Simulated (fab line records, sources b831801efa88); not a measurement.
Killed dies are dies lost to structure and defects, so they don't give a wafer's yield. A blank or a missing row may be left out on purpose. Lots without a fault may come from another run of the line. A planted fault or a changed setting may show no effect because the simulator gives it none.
A struck lot beside a sound one | flow sky130 | 17 steps out of a route of 708
Sound: wafers L438.2, L438.4, L438.5. Struck: wafers L437.3, L437.4, L437.6. The cause comes at the end.
At each step with rows: each side's tool, then ch and its chambers, then its first start. Under that, the readings that differ: sound wafers | struck wafers | difference of the means | sigmas: that difference in standard deviations of wafers without a fault.
alike: readings whose means differ by less than 2 such deviations, and words and numbers that are the same on both sides. not compared: withheld readings, readings that some wafer has no value for, bounds like >300 that may hide the same value, and numbers for which the record gives no deviation and whose values overlap.
The two part at a step that has a row with sigmas, a row that says differs or no value, or rows on one side only. Numbers that don't overlap but have no deviation are shown without sigmas and don't part them. A reading that every wafer of one side lacks parts them only if that side has two wafers or more.

SKY_LDD_HVP_TW_MEAS_10:
  sound on film_metro-04, day 26 21:29; struck on film_metro-04, day 26 07:29
  alike: LDD_HVP_TW
then, 7 steps without rows for these wafers: SKY_LDD_LDN_DEHYDRATE_00 (time 60 s); SKY_LDD_LDN_HMDS_01 (prime time 60 s); SKY_LDD_LDN_COAT_02 (resist thk 1140 nm); SKY_LDD_LDN_SOFTBAKE_03 (time 60 s); SKY_LDD_LDN_EXPOSE_04 (exposes mask LDNTM, target cd 700 nm); SKY_LDD_LDN_PEB_05; SKY_LDD_LDN_DEVELOP_06 (develop time 60 s).
SKY_LDD_LDN_OVL_MEAS_07:
  sound on overlay-02, day 28 01:42; struck on overlay-02, day 27 11:41
  alike: LDD_LDN_OVL
then, 3 steps without rows for these wafers: SKY_LDD_LDN_IMPLANT_08; SKY_LDD_LDN_IMPLANT_09; SKY_LDD_LDN_IMPLANT_10.
SKY_LDD_LDN_IMPLANT_11:
  sound on implanter-01 ch 0, day 28 02:13; struck on implanter-03 ch 0, day 27 12:32
SKY_LDD_LDN_STRIP_12: strips in O2/N2.
  sound on plasma_asher-01 ch 1, day 28 02:20; struck on plasma_asher-01 ch 0,1, day 27 12:40
  reading             | sound          | struck         | difference | sigmas
  o2_flow_sccm (sccm) | 3023 3017 3010 | 2999 2995 2999 | -19        | -2
  alike: drypump_motor_current_A, oes_product_au, strip_time_to_endpoint_s
  not compared: rf_hours_counter_h
SKY_LDD_LDN_TW_MEAS_13:
  sound on film_metro-03, day 28 02:26; struck on film_metro-03, day 27 12:45
  reading    | sound          | struck         | difference | sigmas
  LDD_LDN_TW | 1478 1479 1481 | 1581 1589 1589 | +107       | +9
then, 1 step without rows for these wafers: SKY_LDD_LDN_CLEAN_14 (cleans in SC1/SC2, time 150 s).
-- the record jumps here: 21 days lie between the struck wafers' starts before and after (it left off in module LDD_LDN and takes up again in module PAD_OPEN, whose first step shown is number 708 of the route) --
SKY_PAD_OPEN_PROBE_99:
  sound on prober-01, day 49 03:58; struck on prober-02, day 48 22:04
  reading                         | sound          | struck         | difference | sigmas
  model.etest.tip_sonos.rs_ohm_sq | 2625 2661 2656 | 2329 2370 2369 | -291       |
  alike: killed_at_M0_to_M3, killed_at_M4_up, killed_at_contacts, killed_at_front_end, killed_at_other, killed_dies, killed_open, killed_short

WHERE THEY PART
First at SKY_LDD_LDN_STRIP_12; last, within this record, at SKY_LDD_LDN_TW_MEAS_13. Later steps at which nothing parts them and some readings are alike: SKY_PAD_OPEN_PROBE_99.

WHY: what the simulator had put in
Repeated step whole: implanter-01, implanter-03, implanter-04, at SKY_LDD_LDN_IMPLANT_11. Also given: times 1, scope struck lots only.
